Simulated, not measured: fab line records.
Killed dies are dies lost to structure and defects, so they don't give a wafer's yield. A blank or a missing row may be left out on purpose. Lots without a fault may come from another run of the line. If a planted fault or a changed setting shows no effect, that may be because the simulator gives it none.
What tool caused it? -- flow sky130 -- 72 wafers from 24 lots sampled at 4 of the route's 708 steps

WHAT THE GAUGES READ, wafer by wafer
SKY_LI_CONTACT_OVL_MEAS_13.
lot,measured,on,LI_CONTACT_OVL (nm)
L074,day 29 04:14,overlay-01,-4 5 6
L075,day 29 14:50,overlay-01,6 6 5
L077,day 30 06:33,overlay-01,-2 -7 4
L076,day 30 08:58,overlay-02,3 3 -1
L078,day 30 20:34,overlay-01,-5 -6 -5
L079,day 31 03:25,overlay-01,0 -1 4
L080,day 31 07:38,overlay-02,-11 -3 -2
L081,day 31 14:07,overlay-01,-4 0 -6
L082,day 32 10:59,overlay-02,4 5 6
L084,day 32 13:01,overlay-01,-4 -6 -7
L083,day 32 14:30,overlay-02,4 9 8
L085,day 32 17:36,overlay-01,2 8 4
L086,day 33 14:50,overlay-01,-2 3 3
L087,day 33 15:37,overlay-01,3 2 8
L088,day 33 21:34,overlay-02,6 0 2
L089,day 34 00:22,overlay-02,-2 -6 -2
L090,day 34 18:40,overlay-01,-7 -5 -15
L091,day 34 18:52,overlay-02,-1 -7 -4
L092,day 35 11:10,overlay-01,-6 1 0
L093,day 35 15:43,overlay-02,3 8 6
L094,day 35 18:18,overlay-02,6 8 7
L095,day 36 14:09,overlay-02,-4 0 -2
L096,day 36 21:04,overlay-02,1 4 0
L097,day 37 05:49,overlay-01,9 1 9

SKY_VIA1_RS_MEAS_22: the measuring method here is four-point-probe.
lot,measured,on,VIA1_W_RS (ohm/sq)
L074,day 34 01:48,film_metro-04,0.426 0.424 0.428
L075,day 34 10:00,film_metro-04,0.430 0.427 0.417
L077,day 35 04:05,film_metro-03,0.429 0.435 0.425
L076,day 35 04:32,film_metro-02,0.430 0.425 0.425
L078,day 35 15:21,film_metro-03,0.431 0.424 0.430
L079,day 35 22:08,film_metro-03,0.421 0.428 0.433
L080,day 36 02:19,film_metro-03,0.431 0.429 0.423
L081,day 36 09:25,film_metro-03,0.429 0.423 0.426
L082,day 37 04:55,film_metro-02,0.428 0.424 0.425
L084,day 37 07:04,film_metro-04,0.419 0.429 0.428
L083,day 37 08:19,film_metro-02,0.424 0.423 0.425
L085,day 37 10:46,film_metro-02,0.429 0.430 0.426
L086,day 38 06:26,film_metro-04,0.427 0.428 0.432
L087,day 38 09:11,film_metro-02,0.432 0.426 0.431
L088,day 38 13:42,film_metro-02,0.436 0.434 0.436
L089,day 38 17:05,film_metro-02,0.433 0.434 0.427
L090,day 39 08:10,film_metro-03,0.427 0.425 0.428
L091,day 39 08:28,film_metro-02,0.431 0.430 0.427
L092,day 40 02:30,film_metro-02,0.429 0.434 0.424
L093,day 40 05:43,film_metro-04,0.425 0.426 0.427
L094,day 40 08:39,film_metro-03,0.433 0.430 0.427
L095,day 41 02:54,film_metro-03,0.426 0.422 0.425
L096,day 41 09:37,film_metro-03,0.426 0.424 0.424
L097,day 41 18:15,film_metro-04,0.424 0.418 0.419

EACH LOT AND THE TOOL THAT RAN IT (in order: tool; ch and the chambers of the sampled wafers; start)
lot,SKY_CONTACT_STRIP_19,SKY_METAL1_SPUTTER_02
L074,"plasma_asher-03 ch 0,1, day 31 15:36","pvd_sputter-04, day 31 16:52"
L075,"plasma_asher-03 ch 0,1, day 32 00:36","pvd_sputter-04, day 32 01:56"
L077,"plasma_asher-04 ch 0,1, day 32 18:07","pvd_sputter-01, day 32 19:25"
L076,"plasma_asher-01 ch 0, day 32 19:04","pvd_sputter-01, day 32 20:24"
L078,"plasma_asher-04 ch 0,1, day 33 06:01","pvd_sputter-04, day 33 07:19"
L079,"plasma_asher-01 ch 0,1, day 33 13:52","pvd_sputter-01, day 33 15:10"
L080,"plasma_asher-04 ch 0,1, day 33 17:02","pvd_sputter-01, day 33 18:20"
L081,"plasma_asher-04 ch 0,1, day 34 00:12","pvd_sputter-03, day 34 01:28"
L082,"plasma_asher-04 ch 0,1, day 34 19:48","pvd_sputter-01, day 34 21:04"
L084,"plasma_asher-03 ch 0,1, day 34 22:13","pvd_sputter-04, day 34 23:31"
L083,"plasma_asher-04 ch 0,1, day 34 23:28","pvd_sputter-01, day 35 00:46"
L085,"plasma_asher-04 ch 0,1, day 35 02:01","pvd_sputter-04, day 35 03:26"
L086,"plasma_asher-03 ch 0,1, day 35 22:35","pvd_sputter-04, day 35 23:50"
L087,"plasma_asher-01 ch 0,1, day 36 00:24","pvd_sputter-03, day 36 02:01"
L088,"plasma_asher-01 ch 0,1, day 36 06:23","pvd_sputter-01, day 36 07:44"
L089,"plasma_asher-04 ch 0,1, day 36 09:18","pvd_sputter-01, day 36 10:34"
L090,"plasma_asher-04 ch 0,1, day 37 01:41","pvd_sputter-04, day 37 02:58"
L091,"plasma_asher-04 ch 0,1, day 37 01:59","pvd_sputter-03, day 37 03:20"
L092,"plasma_asher-01 ch 0,1, day 37 19:13","pvd_sputter-03, day 37 20:31"
L093,"plasma_asher-01 ch 0,1, day 37 23:22","pvd_sputter-04, day 38 01:02"
L094,"plasma_asher-04 ch 0,1, day 38 01:50","pvd_sputter-03, day 38 03:08"
L095,"plasma_asher-01 ch 0, day 38 20:38","pvd_sputter-01, day 38 21:56"
L096,"plasma_asher-04 ch 0,1, day 39 04:25","pvd_sputter-01, day 39 05:43"
L097,"plasma_asher-03 ch 0,1, day 39 12:26","pvd_sputter-04, day 39 13:44"
- SKY_CONTACT_STRIP_19: strips in O2/N2.
- SKY_METAL1_SPUTTER_02: material AlCu, target thk 250 nm, time 13.3 s.

WHAT THE TOOLS THEMSELVES READ (means of the sampled wafers that have a number; where no wafer has one, the mark that the record gives instead)
SKY_CONTACT_STRIP_19.
lot,tool,drypump_motor_current_A (A),oes_product_au (a.u.),strip_time_to_endpoint_s (s)
L074,plasma_asher-03,5.67,0.380,3.62
L075,plasma_asher-03,5.88,0.375,3.59
L077,plasma_asher-04,5.93,0.383,3.61
L076,plasma_asher-01,5.60,0.379,3.56
L078,plasma_asher-04,5.75,0.379,3.56
L079,plasma_asher-01,5.76,0.383,3.60
L080,plasma_asher-04,5.93,0.378,3.62
L081,plasma_asher-04,5.91,0.376,3.58
L082,plasma_asher-04,5.92,0.382,3.58
L084,plasma_asher-03,5.65,0.380,3.62
L083,plasma_asher-04,5.74,0.382,3.61
L085,plasma_asher-04,5.93,0.376,3.58
L086,plasma_asher-03,5.67,0.380,3.62
L087,plasma_asher-01,5.76,0.380,3.60
L088,plasma_asher-01,5.69,0.381,3.59
L089,plasma_asher-04,5.75,0.380,3.60
L090,plasma_asher-04,5.92,0.379,3.65
L091,plasma_asher-04,5.93,0.375,3.61
L092,plasma_asher-01,5.77,0.382,3.62
L093,plasma_asher-01,5.76,0.377,3.58
L094,plasma_asher-04,5.93,0.382,3.62
L095,plasma_asher-01,5.61,0.386,3.64
L096,plasma_asher-04,5.92,0.377,3.60
L097,plasma_asher-03,5.65,0.382,3.58

SKY_METAL1_SPUTTER_02.
lot,tool,throttle_valve_pct (%)
L074,pvd_sputter-04,30.0
L075,pvd_sputter-04,29.8
L077,pvd_sputter-01,30.0
L076,pvd_sputter-01,30.3
L078,pvd_sputter-04,29.7
L079,pvd_sputter-01,30.4
L080,pvd_sputter-01,30.2
L081,pvd_sputter-03,30.4
L082,pvd_sputter-01,30.1
L084,pvd_sputter-04,29.8
L083,pvd_sputter-01,30.1
L085,pvd_sputter-04,29.1
L086,pvd_sputter-04,30.0
L087,pvd_sputter-03,29.4
L088,pvd_sputter-01,30.1
L089,pvd_sputter-01,29.9
L090,pvd_sputter-04,29.4
L091,pvd_sputter-03,30.1
L092,pvd_sputter-03,30.5
L093,pvd_sputter-04,29.5
L094,pvd_sputter-03,29.6
L095,pvd_sputter-01,29.6
L096,pvd_sputter-01,30.1
L097,pvd_sputter-04,29.5

THE ANSWER, worked out from the rows above alone
Rule: the usual values come from the lots themselves. The widest of any qualifying gaps counts: lots, ordered by their means at a reading, are off when they make up no more than a third of the lots, leave a main group of 4 or more, and stand apart from it by 3 or more times the standard deviation of that group's means. If all means in a main group match to the digits the tables above print for the reading, that group is not used. Also off: a lot with no number at a reading for which 4 or more lots have one. The other lots that the step has rows for count as sound. The gauges are gone through in route order, then the tools' own readings, and for those a lot's mean is taken as printed above. The first step at which some lot is off is used, and at that step the reading that is off furthest; a lot without a number counts as furthest.
No lot is off on any of the readings shown, so nothing can be concluded from this.

WHAT THE SIMULATOR HAD INSERTED
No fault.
